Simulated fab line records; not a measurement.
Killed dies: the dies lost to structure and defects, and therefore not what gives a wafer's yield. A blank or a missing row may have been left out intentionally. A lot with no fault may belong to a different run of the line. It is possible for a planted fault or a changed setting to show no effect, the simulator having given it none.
Struck lot and sound lot, side by side | flow sky130 | 43 steps out of a route of 708
Sound: wafers L178.1, L178.2, L178.4. The struck wafers were L193.1, L193.2, L193.6. The cause is named last.
At each step with rows: each side's tool, then ch and its chambers, then its first start. Under that, the readings that differ: sound wafers | struck wafers | difference of the means | sigmas: that difference in standard deviations of wafers without a fault.
alike: a reading whose means differ by less than 2 such deviations, as well as words and numbers matching on both sides. not compared: withheld readings; readings where some wafer has no value; bounds like >300 that might hide an equal value; numbers whose values overlap and for which the record gives no deviation.
The two part at a step that has a row with sigmas, a row that says differs or no value, or rows on one side only. When numbers do not overlap yet have no deviation, they are printed without sigmas and do not part them. A reading that every wafer of one side lacks parts them only if that side has two wafers or more.

first, 5 steps without rows for these wafers: SKY_METAL2_COAT_10 (resist thk 450 nm); SKY_METAL2_SOFTBAKE_11 (time 90 s); SKY_METAL2_EXPOSE_12 (exposes mask MM2, target cd 140 nm); SKY_METAL2_PEB_13; SKY_METAL2_DEVELOP_14 (develop time 60 s).
SKY_METAL2_CD_MEAS_15: target cd 140 nm.
  sound on cd sem-01 at day 36 06:29; struck on cd sem-02 at day 42 18:17
  alike: cd nm
SKY_METAL2_OVL_MEAS_16:
  sound on overlay-01 at day 36 06:36; struck on overlay-01 at day 42 18:25
  alike: METAL2_OVL
then, 1 step without rows for these wafers: SKY_METAL2_DESCUM_17 (chemistry O2, time 8 s).
SKY_METAL2_ETCH_18: etches BARC in N2/H2, stops on SiO2, time 45.9 s, target depth 60 nm.
  sound on rie metal-04 ch 0,1, day 36 06:40; struck on rie metal-02 ch 0,1, day 42 18:29
  alike: drypump motor current A, oes product au, throttle valve pct
  not compared: rf hours counter h
SKY_METAL2_METAL_ETCH_19: etches the open film in Cl2/BCl3, stops on SiO2, target depth 360 nm, time 78 s.
  sound on rie metal-04 ch 0,1, day 36 06:44; struck on rie metal-02 ch 0,1, day 42 18:32
  alike: drypump motor current A, oes product au, throttle valve pct
  not compared: rf hours counter h
then, 2 steps without rows for these wafers: SKY_METAL2_STRIP_20 (strips in O2/N2); SKY_METAL2_STRIP_21 (strips in post etch residue remover, time 1200 s).
SKY_METAL2_CLEAN_22: cleans in IPA, time 180 s.
  sound on wet bench-01 ch 2, day 36 07:17; struck on wet bench-02 ch 2, day 42 19:26
then, 2 steps without rows for these wafers: SKY_METAL2_CLEAN_23 (cleans in O3/DIW); SKY_VIA2_HDPCVD_00 (deposits SiO2, target thk 1180 nm, time 196.7 s).
SKY_VIA2_THK_MEAS_01:
  sound on film metro-04 at day 36 07:34; struck on film metro-02 at day 42 19:58
  alike: VIA2_HDPCVD_THK
then, 1 step without rows for these wafers: SKY_VIA2_CMP_02 (polishes SiO2).
SKY_VIA2_BOW_MEAS_03:
  sound on film metro-01 at day 36 07:58; struck on film metro-01 at day 42 20:29
  alike: VIA2_BOW
then, 8 steps without rows for these wafers: SKY_VIA2_DEHYDRATE_04 (time 60 s); SKY_VIA2_HMDS_05 (prime time 60 s); SKY_VIA2_COAT_06 (resist thk 60 nm); SKY_VIA2_COAT_07 (resist thk 450 nm); SKY_VIA2_SOFTBAKE_08 (time 90 s); SKY_VIA2_EXPOSE_09 (exposes mask VIM2, target cd 200 nm); SKY_VIA2_PEB_10; SKY_VIA2_DEVELOP_11 (develop time 60 s).
SKY_VIA2_CD_MEAS_12: target cd 200 nm.
  sound on cd sem-01 at day 37 09:50; struck on cd sem-01 at day 43 19:20
  alike: cd nm
SKY_VIA2_OVL_MEAS_13:
  sound on overlay-01 at day 37 09:57; struck on overlay-02 at day 43 19:28
  reading       | sound      | struck | difference | sigmas
  VIA2_OVL (nm) | -7 -10 -13 | -3 9 9 | +15        | +3
then, 7 steps without rows for these wafers: SKY_VIA2_ETCH_14 (etches BARC in N2/H2, stops on SiO2, time 45.9 s, target depth 60 nm); SKY_VIA2_ETCH_15 (etches SiO2 in C4F8/O2/Ar, stops on TiN, target depth 546 nm, time 84 s); SKY_VIA2_STRIP_16 (strips in O2/N2); SKY_VIA2_STRIP_17 (strips in post etch residue remover, time 1200 s); SKY_VIA2_CLEAN_18 (cleans in IPA, time 180 s); SKY_VIA2_CLEAN_19 (cleans in O3/DIW); SKY_VIA2_SPUTTER_20 (material TiN, target thk 20 nm, time 80 s).
SKY_VIA2_CVD_21: deposits W, target thk 420 nm, time 126.4 s.
  sound on cvd w-02 ch 0,1, day 37 10:44; struck on cvd w-01 ch 0,1, day 43 20:23
  alike: heater power w
  not compared: since wet clean h
SKY_VIA2_RS_MEAS_22: measurement is done with a four-point probe.
  sound on film metro-02 at day 37 10:52; struck on film metro-02 at day 43 20:33
  alike: VIA2_W_RS
SKY_VIA2_THK_MEAS_23: measures by xrf.
  sound on film metro-02 at day 37 10:59; struck on film metro-02 at day 43 20:40
  alike: VIA2_W_THK
SKY_VIA2_CMP_24: polishes, stops on SiO2, t overpolish 20 s, target thk 0 nm.
  sound on cmp-01 ch 0,1,2, day 37 11:03; struck on cmp-01 ch 0,1,3, day 43 20:51
  alike: motor current A, overpolish run s, time to endpoint s
then, 1 step without rows for these wafers: SKY_METAL3_SPUTTER_00 (material Ti, target thk 15 nm, time 10 s).
SKY_METAL3_SPUTTER_01: material TiN, target thk 20 nm, time 16.7 s.
  sound on pvd sputter-01 at day 37 11:23; struck on pvd sputter-01 at day 43 21:10
  alike: throttle valve pct
then, 1 step without rows for these wafers: SKY_METAL3_SPUTTER_02 (material AlCu, target thk 735 nm, time 39.1 s).
-- the record jumps here: 8 days lie between the struck wafers' starts before and after (it left off in module METAL3 and takes up again in module PAD_OPEN, whose first step shown is number 708 of the route) --
SKY_PAD_OPEN_PROBE_99:
  sound on prober-01 at day 46 23:15; struck on prober-02 at day 51 21:56
  reading                               | sound              | struck                                                                     | difference                   | sigmas
  hold                                  | - - -              | await dispo/4.2h/release await dispo/4.2h/release await dispo/4.2h/release | no value on the sound wafers |
  defect limited yield (%)              | 81.9 82.5 83.9     | 75.2 71.3 70.1                                                             | -10.6                        | -5
  killed_at_M0_to_M3                    | 44 41 39           | 94 102 106                                                                 | +59                          | +8
  killed dies                           | 89 86 79           | 122 141 147                                                                | +52                          | +5
  killed open                           | 58 61 44           | 34 43 44                                                                   | -14                          | -2
  sort_bin_3_pad_short (%)              | 0.6 0.2 1.2        | 4.7 4.1 3.5                                                                | +3.4                         | +8
  sort_bin_5_function (%)               | 11.4 9.8 8.3       | 13.0 19.3 18.5                                                             | +7.1                         | +5
  sort n pass                           | 403 406 413        | 370 351 345                                                                | -52                          | -5
  sort yield pct (%)                    | 81.9 82.5 83.9     | 75.2 71.3 70.1                                                             | -10.6                        | -5
  model.etest.tester.sort n pass        | 403 406 413        | 370 351 345                                                                | -52                          |
  model.etest.tester.sort yield pct (%) | 81.91 82.52 83.94  | 75.2 71.34 70.12                                                           | -10.6                        |
  model.etest.tester.sort_bin_5_pct (%) | 11.38 9.756 8.333  | 13.01 19.31 18.5                                                           | +7.12                        |
  model.etest.tester.sort_bin_3_pct (%) | 0.6098 0.2033 1.22 | 4.675 4.065 3.455                                                          | +3.387                       |
  alike: killed_at_M4_up, killed at contacts, killed at front end, killed at other, killed short, sort_bin_6_memory

WHERE THEY PART
First at SKY_VIA2_OVL_MEAS_13; last, within this record, at SKY_PAD_OPEN_PROBE_99.

WHY: what the simulator had put in
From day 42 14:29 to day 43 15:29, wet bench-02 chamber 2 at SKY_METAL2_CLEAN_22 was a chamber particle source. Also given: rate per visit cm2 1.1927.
